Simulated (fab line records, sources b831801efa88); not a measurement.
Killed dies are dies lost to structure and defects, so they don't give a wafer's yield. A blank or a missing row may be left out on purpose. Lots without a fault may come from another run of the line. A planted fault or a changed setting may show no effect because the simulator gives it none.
Which tool did it? | flow gf180mcu | 12 lots, 36 wafers sampled, at 1 step of a route of 602

WHAT THE GAUGES READ, wafer by wafer
GF_HV_LDD_CD_MEAS_07: target cd 400 nm.
lot  | measured     | on        | cd_nm (nm)
L075 | day 10 08:10 | cd_sem-02 | 399.8 401.6 399.0
L077 | day 10 21:37 | cd_sem-01 | 395.8 397.8 394.1
L079 | day 11 13:07 | cd_sem-02 | 401.7 396.8 399.9
L081 | day 12 05:26 | cd_sem-02 | 395.8 395.6 394.4
L083 | day 12 21:38 | cd_sem-01 | 402.7 400.8 402.7
L085 | day 13 09:48 | cd_sem-02 | 397.3 402.2 402.3
L087 | day 13 21:21 | cd_sem-02 | 401.5 404.8 403.2
L089 | day 14 16:41 | cd_sem-01 | 399.0 399.5 401.3
L091 | day 15 05:47 | cd_sem-02 | 402.8 403.4 403.6
L093 | day 15 18:53 | cd_sem-01 | 399.8 399.8 399.7
L095 | day 16 11:12 | cd_sem-02 | 394.7 398.3 397.7
L097 | day 17 00:43 | cd_sem-02 | 403.5 403.6 403.2

WHICH TOOL RAN EACH LOT (tool, then ch and the chambers of the sampled wafers, then the start)
The record holds no process step before these readings.

THE ANSWER, worked out from the rows above alone
Rule: what is usual is taken from the lots themselves. Put in order of their means at a reading, lots are off if they are a third of the lots or fewer, leave a main group of 4 or more, and stand apart from it by a gap of 3 or more times the standard deviation of the main group's means; of several such gaps the widest counts. A main group whose means are all the same, to the digits that the tables above print for the reading, isn't used. A lot without any number at a reading at which 4 lots or more have one is off too. The other lots that the step has rows for count as sound.
No lot is off at any reading shown: from this, nothing can be told.

WHAT THE SIMULATOR HAD PUT IN
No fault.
